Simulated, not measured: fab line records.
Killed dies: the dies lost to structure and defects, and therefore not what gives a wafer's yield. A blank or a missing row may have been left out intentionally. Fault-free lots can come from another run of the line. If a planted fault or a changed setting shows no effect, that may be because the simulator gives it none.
What tool caused it? || flow gf180mcu || 7 lots with 20 wafers sampled at 2 steps, on a route of 602 steps

WHAT EACH GAUGE READ, for each wafer
GF_SALICIDE_RS_MEAS_04: uses a four-point probe to measure.
{"lot": "L351", "measured": "day 15 20:10", "on": "film-metro-02", "SALICIDE_TIN_RS (ohm/sq)": "16.7 16.7 16.6"}
{"lot": "L353", "measured": "day 16 13:24", "on": "film-metro-01", "SALICIDE_TIN_RS (ohm/sq)": "16.1 16.3 16.1"}
{"lot": "L361", "measured": "day 19 17:05", "on": "film-metro-01", "SALICIDE_TIN_RS (ohm/sq)": "22.6 17.1"}
{"lot": "L365", "measured": "day 21 01:50", "on": "film-metro-01", "SALICIDE_TIN_RS (ohm/sq)": "16.1 16.6 15.8"}
{"lot": "L368", "measured": "day 21 23:32", "on": "film-metro-02", "SALICIDE_TIN_RS (ohm/sq)": "16.7 16.5 16.6"}
{"lot": "L370", "measured": "day 22 10:55", "on": "film-metro-02", "SALICIDE_TIN_RS (ohm/sq)": "16.3 16.8 16.4"}
{"lot": "L373", "measured": "day 23 05:58", "on": "film-metro-01", "SALICIDE_TIN_RS (ohm/sq)": "16.5 16.5 16.6"}

WHAT TOOL EACH LOT RAN ON (gives the tool, then ch and the chambers of the sampled wafers, and finally the start)
{"lot": "L351", "GF_SALICIDE_SPUTTER_02": "pvd-sputter-04, day 15 20:06"}
{"lot": "L353", "GF_SALICIDE_SPUTTER_02": "pvd-sputter-03, day 16 13:21"}
{"lot": "L361", "GF_SALICIDE_SPUTTER_02": "pvd-sputter-04, day 19 17:02"}
{"lot": "L365", "GF_SALICIDE_SPUTTER_02": "pvd-sputter-01, day 21 01:47"}
{"lot": "L368", "GF_SALICIDE_SPUTTER_02": "pvd-sputter-01, day 21 23:26"}
{"lot": "L370", "GF_SALICIDE_SPUTTER_02": "pvd-sputter-03, day 22 10:52"}
{"lot": "L373", "GF_SALICIDE_SPUTTER_02": "pvd-sputter-01, day 23 05:55"}
- GF_SALICIDE_SPUTTER_02: material Co, target thk 10 nm, time 20 s.

THE ANSWER, worked out from the rows above alone
Rule: the lots themselves supply what counts as usual. The widest of any qualifying gaps counts: lots, ordered by their means at a reading, are off when they make up no more than a third of the lots, leave a main group of 4 or more, and stand apart from it by 3 or more times the standard deviation of that group's means. A main group is skipped when, at the precision printed for the reading in the tables above, its means are all equal. Also off: a lot with no number at a reading for which 4 or more lots have one. All remaining lots with rows at the step are treated as sound.
Off: L361, seen at GF_SALICIDE_RS_MEAS_04 (SALICIDE_TIN_RS). Mean 16.4 ohm/sq and standard deviation 0.2 in the main group.
A tool fits if, at a process step before that reading, it ran every lot that is off, and no sound lot after the first of them. Those tools and the gauges at GF_SALICIDE_RS_MEAS_04 are tried in the same way. One fits: pvd-sputter-04 at GF_SALICIDE_SPUTTER_02. A fault onset in the window from L351 (day 15 20:06, its last sound lot) to L361 (day 19 17:02, its first lot off) fits.

WHAT WAS PUT IN BY THE SIMULATOR
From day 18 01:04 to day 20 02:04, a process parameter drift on pvd-sputter-04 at GF_SALICIDE_SPUTTER_02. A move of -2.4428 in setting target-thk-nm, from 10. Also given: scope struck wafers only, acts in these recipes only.
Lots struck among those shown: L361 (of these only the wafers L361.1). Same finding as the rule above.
